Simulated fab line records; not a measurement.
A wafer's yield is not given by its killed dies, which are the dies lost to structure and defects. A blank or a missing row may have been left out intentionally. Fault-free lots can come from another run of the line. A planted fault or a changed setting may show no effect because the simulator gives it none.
Which tool is to blame?    flow gf180mcu    18 wafers from 6 lots sampled at 2 of the route's 602 steps

## WHAT THE GAUGES READ, wafer by wafer
GF_VT_IMPLANT_OVL_MEAS_29.
lot   measured      on          VT_IMPLANT_02_OVL (nm)
L342  day 7 09:34   overlay-02  -3.2 -3.0 -3.2
L346  day 8 11:37   overlay-01  -1.5 0.1 0.5
L351  day 9 22:55   overlay-02  -3.3 -3.4 -3.2
L355  day 11 01:26  overlay-02  -2.2 -1.4 0.2
L358  day 11 18:50  overlay-01  -0.9 -1.4 -1.5
L361  day 12 15:26  overlay-02  1.2 0.4 0.0

## WHICH TOOL RAN EACH LOT (tool, then ch and the chambers of the sampled wafers, then the start)
lot   GF_VT_IMPLANT_EXPOSE_26
L342  iline stepper-01 ch 0, day 7 01:44
L346  iline stepper-01 ch 0, day 8 03:26
L351  iline stepper-01 ch 0, day 9 14:38
L355  iline stepper-01 ch 0, day 10 16:30
L358  iline stepper-01 ch 0, day 11 09:36
L361  iline stepper-02 ch 0, day 12 06:11
- GF_VT_IMPLANT_EXPOSE_26: exposes mask LVPWELL HV AREA, target cd 860 nm.

## THE ANSWER, worked out from the rows above alone
Rule: the usual values come from the lots themselves. The widest of any qualifying gaps counts: lots, ordered by their means at a reading, are off when they make up no more than a third of the lots, leave a main group of 4 or more, and stand apart from it by 3 or more times the standard deviation of that group's means. The tables above print the reading to a certain number of digits; a main group whose means all agree to those digits is not used. A lot without any number at a reading at which 4 lots or more have one is off too. The other lots that the step has rows for count as sound.
None of the lots is off at any reading shown; this tells nothing.

## WHAT HAD BEEN PUT IN BY THE SIMULATOR
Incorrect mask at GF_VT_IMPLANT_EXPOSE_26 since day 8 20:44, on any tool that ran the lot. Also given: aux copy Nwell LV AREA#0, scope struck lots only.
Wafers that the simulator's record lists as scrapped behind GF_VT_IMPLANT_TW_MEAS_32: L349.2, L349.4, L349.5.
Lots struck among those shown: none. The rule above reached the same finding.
